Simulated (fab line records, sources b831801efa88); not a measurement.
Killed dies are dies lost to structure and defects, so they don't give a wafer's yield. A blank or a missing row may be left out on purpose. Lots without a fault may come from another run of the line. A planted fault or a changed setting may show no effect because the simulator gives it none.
Chamber matching | flow gf180mcu | GF_V3_CMP_26 on cmp-01: 4 sister chambers
The step polishes, stops on SiO2, t overpolish 15 s, target thk 0 nm. 4 wafers are shown with their chamber, then 9 later ones without.

WAFERS WITH THEIR CHAMBER
wafer  | chamber | motor_current_A (A)
L656.6 | 1       | 9.5
L662.1 | 2       | 11.3
L662.2 | 3       | 10.6
L662.4 | 0       | 11.3

WAFERS WITHOUT THEIR CHAMBER
wafer  | motor_current_A (A)
L665.2 | 11.1
L665.4 | 10.9
L665.5 | 9.6
L666.2 | 9.6
L666.4 | 11.6
L666.5 | 9.2
L667.3 | 10.5
L667.4 | 11.3
L667.6 | 10.7

WHICH CHAMBER EACH WENT THROUGH
wafer  | from the rows above          | in truth
L665.2 | can't be placed: 0 or 2 or 3 | 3
L665.4 | can't be placed: 3 or 0 or 2 | 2
L665.5 | 1                            | 1
L666.2 | 1                            | 1
L666.4 | can't be placed: 0 or 2      | 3
L666.5 | 1                            | 1
L667.3 | 3                            | 3
L667.4 | can't be placed: 0 or 2      | 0
L667.6 | 3                            | 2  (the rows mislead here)
Placed correctly: 4 of 9. Can't be placed from these rows: 4 (the true chamber is among the candidates in 3). Placed wrongly: 1.
How it was worked out, from the rows above alone: a wafer's distance from a chamber is the root of the sum, over the readings, of the square of ((its reading less the chamber's mean) divided by the reading's scatter). The wafer belongs to the nearest chamber; if the next one is less than 2 further off, it can't be placed. A chamber's mean is the mean of its shown wafers. The scatter: with one shown wafer a chamber, the root of the mean of the squares of how far each hidden wafer lies from its nearest shown one.
